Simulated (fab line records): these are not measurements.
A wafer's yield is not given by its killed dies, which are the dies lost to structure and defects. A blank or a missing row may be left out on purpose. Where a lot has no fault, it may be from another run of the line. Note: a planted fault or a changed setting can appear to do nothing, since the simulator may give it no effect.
One fault seen from 2 desks | flow gf180mcu | each desk has only its own numbers; what lay behind them comes last

THE TOOL OWNER'S DESK: plasmaAsher-01
The tool's own readings at GF_MVSD_STRIP_10 (strips in O2/N2): means of the sampled wafers that have a number, for each lot that ran on this tool. Any lot whose mean is over 4 standard deviations away from the usual mean is out of limits and marked OUT; that distance is given in the brackets.
Columns: A = drypumpMotorCurrentA at GF_MVSD_STRIP_10, usual 5.9 A; B = heaterPowerW at GF_MVSD_STRIP_10, usual 321 W; C = o2FlowSccm at GF_MVSD_STRIP_10, usual 2998 sccm; D = oesProductAu at GF_MVSD_STRIP_10, usual 0.723 a.u.; E = platenTempC at GF_MVSD_STRIP_10, usual 249.98 C; F = stripTimeToEndpointS at GF_MVSD_STRIP_10, usual 36.94 s
lot  | first seen here | A   | B   | C    | D                | E      | F
L279 | day 4 16:49     | 5.6 | 300 | 3005 | 0.719            | 249.90 | 37.15
L281 | day 5 03:32     | 5.9 | 307 | 2995 | 0.723            | 249.97 | 37.22
L284 | day 5 22:49     | 5.6 | 317 | 3004 | 0.722            | 250.12 | 36.78
L286 | day 6 12:11     | 5.6 | 318 | 2995 | 0.723            | 249.98 | 37.04
L287 | day 6 22:56     | 5.9 | 314 | 2996 | 0.725            | 250.00 | 37.08
L296 | day 8 21:29     | 5.9 | 311 | 2999 | 0.686 (-8.0) OUT | 249.86 | 36.82
L297 | day 9 02:07     | 5.9 | 310 | 3005 | 0.686 (-8.0) OUT | 249.92 | 36.97
This desk's finding: out of limits on L296, L297; first on L296, day 8 21:29 (oesProductAu at GF_MVSD_STRIP_10). L279, L281, L284, L286, L287 stayed within limits.

METROLOGY DESK
What the gauges read for every lot (on any tool): the sampled wafers with a number, averaged. Any lot whose mean is over 4 standard deviations away from the usual mean is out of limits and marked OUT; that distance is given in the brackets.
Columns: A = NWELL_OVL at GF_NWELL_OVL_MEAS_07, usual 1.1 nm; B = LVPWELL_OVL at GF_LVPWELL_OVL_MEAS_07, usual 0.0 nm
lot  | first seen here | A    | B
L279 | day 3 13:13     | 1.0  | -0.3
L280 | day 3 17:07     | 2.1  | -0.5
L281 | day 3 23:46     | -0.1 | 0.8
L282 | day 4 05:25     | 2.1  | 0.1
L283 | day 4 11:34     | 3.6  | 1.6
L284 | day 4 17:19     | -2.1 | 0.7
L285 | day 4 20:55     | 0.1  | 0.1
L286 | day 5 06:04     | -0.0 | 0.7
L287 | day 5 15:13     | 3.2  | 0.3
L292 | day 6 12:10     | 0.5  | 0.7
L296 | day 7 11:52     | 1.5  | 1.3
L297 | day 7 16:49     | 2.8  | 0.3
L301 | day 8 15:16     | 1.6  | -0.2
This desk found nothing out of limits on any of the 13 lots.

BROUGHT TOGETHER
At day 8 21:29, on L296, L297, the tool owner's desk was in a position to raise an alarm.
Metrology desk: nothing out of limits seen.
The metrology desk has L296, L297 on record, within its limits.
Every lot named ran GF_MVSD_STRIP_10 on plasmaAsher-01.

WHAT WAS PUT IN BY THE SIMULATOR
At GF_MVSD_STRIP_10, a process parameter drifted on plasmaAsher-01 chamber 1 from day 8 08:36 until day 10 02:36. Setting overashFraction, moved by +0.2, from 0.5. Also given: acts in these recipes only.
Struck lots among those shown: L296, L297.
Delay in hours, fault start to first out-of-limits reading, by desk: the tool owner's desk at 13.
